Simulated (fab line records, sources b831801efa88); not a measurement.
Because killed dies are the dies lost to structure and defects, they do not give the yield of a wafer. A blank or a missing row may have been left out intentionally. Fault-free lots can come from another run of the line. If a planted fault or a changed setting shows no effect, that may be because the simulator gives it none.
Which tool was responsible? -- flow sky130 -- Sampling: 13 lots, 39 wafers, 2 of 708 route steps

== WHAT THE GAUGES SHOWED, per wafer ==
Not one reading of a measure or inspect step in the record can be checked against a usual standard deviation.

== TOOL THAT RAN EACH LOT (tool first, then ch and the chambers of the sampled wafers, then the start) ==
lot,SKY_FIELD_ISO_CVD_24,SKY_PAD_OPEN_PROBE_99
L630,"hdpcvd-02 ch 0,1,2, day 2 08:02",-
L631,"hdpcvd-01 ch 0,2, day 2 14:47",-
L632,"hdpcvd-01 ch 0,1,2, day 2 18:59",-
L633,"hdpcvd-01 ch 1,2, day 2 22:49",-
L634,"hdpcvd-02 ch 0,1,2, day 3 04:40",-
L635,"hdpcvd-01 ch 0,2, day 3 14:27",-
L639,"hdpcvd-01 ch 0,2, day 4 12:01",-
L640,"hdpcvd-02 ch 0,1,2, day 4 18:49","prober-01, day 48 19:04"
L642,"hdpcvd-02 ch 0,1,2, day 4 23:16","prober-02, day 49 00:23"
L643,"hdpcvd-01 ch 0,2, day 5 08:07",-
L645,"hdpcvd-01 ch 0,1, day 5 14:35",-
L646,"hdpcvd-01 ch 0,1,2, day 5 18:51",-
L651,"hdpcvd-01 ch 0,2, day 7 02:19",-
- SKY_FIELD_ISO_CVD_24: deposits SiO2, target thk 595 nm, time 99.2 s.
- SKY_PAD_OPEN_PROBE_99

== WHAT THE TOOLS THEMSELVES READ (means of the sampled wafers that have a number; where no wafer has one, the mark that the record gives instead) ==
SKY_PAD_OPEN_PROBE_99.
lot,tool,killed_at_M0_to_M3,killed_at_M4_up,killed_at_contacts,killed_at_front_end,killed_at_other,killed_dies,killed_on_rim,killed_open,killed_short
L640,prober-01,37,3.7,20,63,0.7,124,22,42,32
L642,prober-02,41,3.0,19,67,0.3,130,25,43,38

== THE ANSWER, worked out from the rows above alone ==
Rule: the lots themselves supply what counts as usual. Put in order of their means at a reading, lots are off if they are a third of the lots or fewer, leave a main group of 4 or more, and stand apart from it by a gap of 3 or more times the standard deviation of the main group's means; of several such gaps the widest counts. A main group is skipped when, at the precision printed for the reading in the tables above, its means are all equal. A lot without any number at a reading at which 4 lots or more have one is off too. Any other lot the step has rows for is counted as sound. First the gauges in route order, then the tools' own readings, where a lot's mean is used as printed above. At the first step where some lot is off, the reading lying furthest off is the one used; lots without a number count as furthest.
Across all readings shown, no lot is off: no conclusion can be drawn from this.

== WHAT HAD BEEN PUT IN BY THE SIMULATOR ==
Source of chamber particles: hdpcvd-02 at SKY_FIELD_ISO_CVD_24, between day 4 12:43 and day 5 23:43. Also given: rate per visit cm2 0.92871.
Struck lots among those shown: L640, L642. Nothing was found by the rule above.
